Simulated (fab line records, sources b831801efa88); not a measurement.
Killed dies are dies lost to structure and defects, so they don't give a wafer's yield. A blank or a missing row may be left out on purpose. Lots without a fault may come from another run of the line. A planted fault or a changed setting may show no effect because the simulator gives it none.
Which tool did it? | flow gf180mcu | 6 lots, 18 wafers sampled, at 2 steps of a route of 602

WHAT THE GAUGES READ, wafer by wafer
GF_PSD_RS_MEAS_14: measures by four-point-probe.
lot  | measured     | on            | NSD_RS (ohm/sq)
L467 | day 15 01:38 | film_metro-04 | 46.15 46.24 46.19
L471 | day 16 04:34 | film_metro-03 | 46.15 46.16 46.14
L473 | day 16 22:19 | film_metro-01 | 42.88 42.84 42.81
L483 | day 20 18:33 | film_metro-01 | 46.32 46.33 46.33
L485 | day 21 08:21 | film_metro-03 | 46.30 46.38 46.33
L487 | day 21 19:54 | film_metro-01 | 46.30 46.37 46.21

WHICH TOOL RAN EACH LOT (tool, then ch and the chambers of the sampled wafers, then the start)
lot  | GF_PSD_RTA_13
L467 | rtp_anneal-01 ch 0, day 15 01:32
L471 | rtp_anneal-01 ch 0, day 16 04:29
L473 | rtp_anneal-01 ch 0, day 16 22:14
L483 | rtp_anneal-01 ch 0, day 20 18:28
L485 | rtp_anneal-01 ch 0, day 21 08:16
L487 | rtp_anneal-01 ch 0, day 21 19:49
- GF_PSD_RTA_13: time 19.39 s.

THE ANSWER, worked out from the rows above alone
Rule: what is usual is taken from the lots themselves. Put in order of their means at a reading, lots are off if they are a third of the lots or fewer, leave a main group of 4 or more, and stand apart from it by a gap of 3 or more times the standard deviation of the main group's means; of several such gaps the widest counts. A main group whose means are all the same, to the digits that the tables above print for the reading, isn't used. A lot without any number at a reading at which 4 lots or more have one is off too. The other lots that the step has rows for count as sound.
Off: L473, at GF_PSD_RS_MEAS_14 (NSD_RS). The main group: mean 46.26 ohm/sq, standard deviation 0.075.
A tool fits if, at a process step before that reading, it ran every lot that is off, and no sound lot after the first of them. The gauges at GF_PSD_RS_MEAS_14 are tried like those tools. None of those tried fits.

WHAT THE SIMULATOR HAD PUT IN
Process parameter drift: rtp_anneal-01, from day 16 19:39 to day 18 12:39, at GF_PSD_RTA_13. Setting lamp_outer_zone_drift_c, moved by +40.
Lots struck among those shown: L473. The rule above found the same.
